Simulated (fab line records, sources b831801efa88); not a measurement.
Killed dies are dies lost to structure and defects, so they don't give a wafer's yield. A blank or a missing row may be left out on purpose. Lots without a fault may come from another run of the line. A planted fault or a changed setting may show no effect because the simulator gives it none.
Chamber matching | flow sky130 | SKY_CAPM_CVD_00 on pecvd-04: 3 sister chambers
The step deposits SiO2, target thk 15.5 nm. 3 wafers are shown with their chamber, then 9 later ones without.

WAFERS WITH THEIR CHAMBER
wafer  | chamber | heater_power_w (W)
L084.1 | 1       | 655
L087.4 | 0       | 583
L087.6 | 2       | 920

WAFERS WITHOUT THEIR CHAMBER
wafer  | heater_power_w (W)
L089.2 | 614
L089.5 | 616
L089.6 | 894
L093.3 | 633
L093.5 | 598
L093.6 | 640
L097.3 | 926
L097.5 | 902
L097.6 | 577

WHICH CHAMBER EACH WENT THROUGH
wafer  | from the rows above     | in truth
L089.2 | can't be placed: 0 or 1 | 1
L089.5 | can't be placed: 0 or 1 | 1
L089.6 | 2                       | 2
L093.3 | can't be placed: 1 or 0 | 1
L093.5 | can't be placed: 0 or 1 | 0
L093.6 | can't be placed: 1 or 0 | 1
L097.3 | 2                       | 2
L097.5 | 2                       | 2
L097.6 | 0                       | 0
Placed correctly: 4 of 9. Can't be placed from these rows: 5 (the true chamber is among the candidates in 5). Placed wrongly: 0.
How it was worked out, from the rows above alone: a wafer's distance from a chamber is the root of the sum, over the readings, of the square of ((its reading less the chamber's mean) divided by the reading's scatter). The wafer belongs to the nearest chamber; if the next one is less than 2 further off, it can't be placed. A chamber's mean is the mean of its shown wafers. The scatter: with one shown wafer a chamber, the root of the mean of the squares of how far each hidden wafer lies from its nearest shown one.
